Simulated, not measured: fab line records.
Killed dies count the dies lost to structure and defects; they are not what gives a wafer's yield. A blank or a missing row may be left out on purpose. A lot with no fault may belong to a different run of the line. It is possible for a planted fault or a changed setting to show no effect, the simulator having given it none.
Which of the tools did it?	flow gf180mcu	Sampling: 12 lots, 35 wafers, 6 of 602 route steps

## WHAT THE GAUGES READ, wafer by wafer
GF_STI_THK_MEAS_24.
lot	measured	on	STI_CVD_23_THK (nm)
L627	day 2 02:35	filmMetro-02	643 650 641
L628	day 2 09:43	filmMetro-01	641 646 639
L629	day 2 14:33	filmMetro-02	648 644 646
L630	day 2 18:33	filmMetro-01	643 646 640
L633	day 3 13:04	filmMetro-01	652 656 649
L634	day 3 18:55	filmMetro-04	639 651 645
L636	day 4 02:53	filmMetro-02	647 645 645
L638	day 4 15:04	filmMetro-04	649 654 651
L639	day 4 18:14	filmMetro-04	646 647 648
L640	day 4 21:46	filmMetro-01	444 444 444 444
L642	day 5 12:25	filmMetro-01	652 652 439 652 652 439
L650	day 7 03:20	filmMetro-04	644 645 653

GF_DNWELL_TW_MEAS_09.
lot	measured	on	DNWELL_TW
L627	day 2 17:11	filmMetro-04	1351 1357 1349
L628	day 3 00:47	filmMetro-03	1337 1338 1338
L629	day 3 05:23	filmMetro-01	1351 1355 1356
L630	day 3 09:44	filmMetro-01	1347 1351 1348
L633	day 4 06:16	filmMetro-01	1361 1371 1365
L634	day 4 13:29	filmMetro-03	1348 1343 1354
L636	day 4 19:09	filmMetro-03	1356 1357 1348
L638	day 5 07:55	filmMetro-04	1346 1344 1345
L639	day 5 11:07	filmMetro-04	1341 1340 1339
L642	day 6 06:58	filmMetro-03	1350 1350
L650	day 7 22:16	filmMetro-04	1344 1334 1346

GF_MVSD_OVL_MEAS_07.
lot	measured	on	MVSD_OVL (nm)
L627	day 4 07:40	overlay-02	2.0 0.0 1.7
L628	day 4 16:31	overlay-02	0.0 -0.4 1.5
L629	day 4 20:16	overlay-02	1.5 0.3 0.8
L630	day 5 00:58	overlay-02	4.0 2.7 2.4
L633	day 6 01:16	overlay-02	-0.6 -0.1 1.9
L634	day 6 08:28	overlay-02	-0.2 0.3 0.8
L636	day 6 15:22	overlay-01	-2.3 -2.7 -2.3
L638	day 7 05:37	overlay-01	-1.3 -0.4 -2.8
L639	day 7 08:43	overlay-01	-1.1 0.6 0.7
L642	day 8 06:31	overlay-02	-0.9 -0.9
L650	day 10 01:34	overlay-02	0.4 0.8 1.7

## WHAT TOOL EACH LOT RAN ON (gives the tool, then ch and the chambers of the sampled wafers, and finally the start)
lot	GF_STI_CVD_23	GF_STI_CMP_25	GF_LVPWELL_STRIP_10
L627	hdpcvd-01 ch 1,2, day 2 02:29	cmp-01 ch 0,2, day 2 02:37	plasmaAsher-01 ch 0,1, day 3 18:56
L628	hdpcvd-02 ch 0,1, day 2 09:37	cmp-02 ch 0,1,2, day 2 09:45	plasmaAsher-01 ch 0,1, day 4 02:50
L629	hdpcvd-01 ch 0,1,2, day 2 14:28	cmp-01 ch 1,2,3, day 2 14:37	plasmaAsher-02 ch 0,1, day 4 07:15
L630	hdpcvd-01 ch 0,1,2, day 2 18:28	cmp-01 ch 0,1, day 2 18:37	plasmaAsher-03 ch 0,1, day 4 11:40
L633	hdpcvd-02 ch 0,1,2, day 3 12:59	cmp-02 ch 0,1,3, day 3 13:11	plasmaAsher-03 ch 0,1, day 5 10:48
L634	hdpcvd-02 ch 0,1,2, day 3 18:49	cmp-01 ch 0,1,2, day 3 18:59	plasmaAsher-03 ch 0,1, day 5 17:59
L636	hdpcvd-01 ch 0,2, day 4 02:47	cmp-02 ch 1,2, day 4 02:58	plasmaAsher-02 ch 0,1, day 6 00:17
L638	hdpcvd-02 ch 0,2, day 4 14:59	cmp-02 ch 0,1,2, day 4 15:10	plasmaAsher-01 ch 0,1, day 6 14:24
L639	hdpcvd-02 ch 0,1,2, day 4 18:10	cmp-01 ch 2,3, day 4 18:18	plasmaAsher-02 ch 0,1, day 6 16:58
L640	hdpcvd-02 ch 0,2, day 4 21:35	cmp-01 ch 3, day 5 05:14	-
L642	hdpcvd-02 ch 0,1, day 5 12:20	cmp-02 ch 1,2, day 5 17:08	plasmaAsher-01 ch 1, day 7 14:40
L650	hdpcvd-01 ch 0,1,2, day 7 03:16	cmp-02 ch 0,1, day 7 03:34	plasmaAsher-03 ch 0,1, day 9 08:23
- GF_STI_CVD_23: deposits SiO2, target thk 650 nm, time 108.3 s.
- GF_STI_CMP_25: polishes, stops on Si3N4, t overpolish 33 s, target thk 524.6 nm.
- GF_LVPWELL_STRIP_10: strips in O2/N2.

## WHAT THE TOOLS THEMSELVES READ (means of the sampled wafers that have a number; where no wafer has one, the mark that the record gives instead)
GF_STI_CMP_25.
lot	tool	edgeZonePressureFrac	motorCurrentA (A)	timeToEndpointS (s)
L627	cmp-01	1.002	12.4	120
L628	cmp-02	0.999	12.9	118
L629	cmp-01	1.000	12.3	122
L630	cmp-01	0.998	13.9	124
L633	cmp-02	1.004	11.7	124
L634	cmp-01	0.998	12.9	122
L636	cmp-02	1.003	13.6	117
L638	cmp-02	1.006	12.7	115
L639	cmp-01	1.008	11.3	126
L640	cmp-01	1.000	11.4	88
L642	cmp-02	0.998	14.2	108
L650	cmp-02	0.997	11.4	115

GF_LVPWELL_STRIP_10.
lot	tool	drypumpMotorCurrentA (A)	heaterPowerW (W)	oesProductAu (a.u.)	stripTimeToEndpointS (s)
L627	plasmaAsher-01	5.8	318	0.724	37.04
L628	plasmaAsher-01	5.8	318	0.721	36.84
L629	plasmaAsher-02	5.7	321	0.719	36.89
L630	plasmaAsher-03	5.3	320	0.724	36.88
L633	plasmaAsher-03	5.3	320	0.717	36.70
L634	plasmaAsher-03	5.6	296	0.726	36.87
L636	plasmaAsher-02	5.9	343	0.716	36.75
L638	plasmaAsher-01	5.8	324	0.724	37.01
L639	plasmaAsher-02	5.8	334	0.723	36.86
L642	plasmaAsher-01	6.1	302	0.722	37.00
L650	plasmaAsher-03	5.3	318	0.722	36.78

## THE ANSWER, worked out from the rows above alone
Rule: what is usual is taken from the lots themselves. The widest of any qualifying gaps counts: lots, ordered by their means at a reading, are off when they make up no more than a third of the lots, leave a main group of 4 or more, and stand apart from it by 3 or more times the standard deviation of that group's means. A main group whose means are all the same, to the digits that the tables above print for the reading, isn't used. Also off: a lot with no number at a reading for which 4 or more lots have one. Where the step has rows for the other lots, those lots are counted as sound. After the gauges, taken in route order, come the tools' own readings; for these a lot's mean is taken, as printed above. At the first step where some lot is off, the reading lying furthest off is the one used; lots without a number count as furthest.
Off: L640, L642, at GF_STI_THK_MEAS_24 (STI_CVD_23_THK). The main group has a mean of 646 nm with a standard deviation of 3.1.
If a tool, at a process step before that reading, ran all the lots that are off and no sound lot after the first of them, it fits. The gauges at GF_STI_THK_MEAS_24 are tried like those tools. This does not decide it: 2 tools fit, namely hdpcvd-02 at GF_STI_CVD_23 and filmMetro-01 at GF_STI_THK_MEAS_24.

## WHAT WAS PUT IN BY THE SIMULATOR
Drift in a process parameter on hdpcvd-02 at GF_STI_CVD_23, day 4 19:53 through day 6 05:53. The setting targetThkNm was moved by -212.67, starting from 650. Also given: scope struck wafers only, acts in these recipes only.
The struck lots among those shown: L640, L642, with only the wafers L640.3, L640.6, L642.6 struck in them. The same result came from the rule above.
